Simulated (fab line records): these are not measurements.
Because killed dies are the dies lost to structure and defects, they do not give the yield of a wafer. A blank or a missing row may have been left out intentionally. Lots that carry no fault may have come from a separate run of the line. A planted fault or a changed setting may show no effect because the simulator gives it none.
2 desks looking at one fault | flow gf180mcu | each desk has only its own numbers; what lay behind them comes last

## METROLOGY DESK
Means of the sampled wafers that have a number, per lot and without regard to the tool the lot ran on: this is what the gauges read. The brackets show how far a lot's mean lies from the usual mean; more than 4 standard deviations puts the lot out of limits, marked OUT.
Columns: A = MIM_CVD_05_THK at GF_MIM_THK_MEAS_06, usual 42.2 nm
lot  | first seen here | A
L899 | day 25 09:02    | 42.4
L900 | day 25 13:04    | 42.9
L902 | day 26 02:10    | 43.0
L903 | day 26 09:01    | 41.5
L904 | day 26 21:01    | 42.5
L907 | day 27 16:22    | 42.7
L912 | day 29 07:43    | 42.3
L914 | day 29 21:22    | 41.8
L915 | day 30 00:17    | 41.6
L919 | day 31 00:54    | 42.0
L920 | day 31 08:28    | 42.3
This desk's finding: nothing out of limits on any of the 11 lots.

## TOOL OWNER'S DESK, rie metal-04
The tool's own readings at GF_M5_METAL_ETCH_10 (etches the open film in Cl2/BCl3, stops on SiO2, target depth 627.5 nm, time 104.6 s): means of the sampled wafers that have a number, for each lot that ran on this tool. The brackets show how far a lot's mean lies from the usual mean; more than 4 standard deviations puts the lot out of limits, marked OUT.
Columns: A = drypump motor current A at GF_M5_METAL_ETCH_10, usual 5.96 A; B = oes product au at GF_M5_METAL_ETCH_10, usual 0.974 a.u.; C = run length s at GF_M5_METAL_ETCH_10, usual 132.9 s; D = throttle valve pct at GF_M5_METAL_ETCH_10, usual 28.248 %
lot  | first seen here | A    | B                | C               | D
L899 | day 27 04:25    | 5.49 | 0.974            | 132.4           | 28.252
L912 | day 30 21:25    | 5.79 | 0.949 (-4.4) OUT | 136.8 (+10) OUT | 28.279
L914 | day 31 09:16    | 5.79 | 0.959            | 136.8 (+11) OUT | 28.265
This desk finds L912, L914 out of limits, L912 being first, at day 30 21:25 (oes product au at GF_M5_METAL_ETCH_10). L899 stayed within limits.

## TAKEN TOGETHER
At day 30 21:25, on L912, L914, the tool owner's desk was in a position to raise an alarm.
At the metrology desk, nothing out of limits was observed.
The metrology desk holds a record of L912, L914, inside its limits.
The lots listed all ran GF_M5_METAL_ETCH_10 on rie metal-04.

## WHAT WAS PUT IN BY THE SIMULATOR
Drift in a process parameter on rie metal-04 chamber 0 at GF_M5_METAL_ETCH_10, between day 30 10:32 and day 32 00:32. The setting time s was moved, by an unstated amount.
Struck lots among those shown: L912, L914.
Time in hours from fault onset to the first out-of-limits reading at each desk: the tool owner's desk, 11.
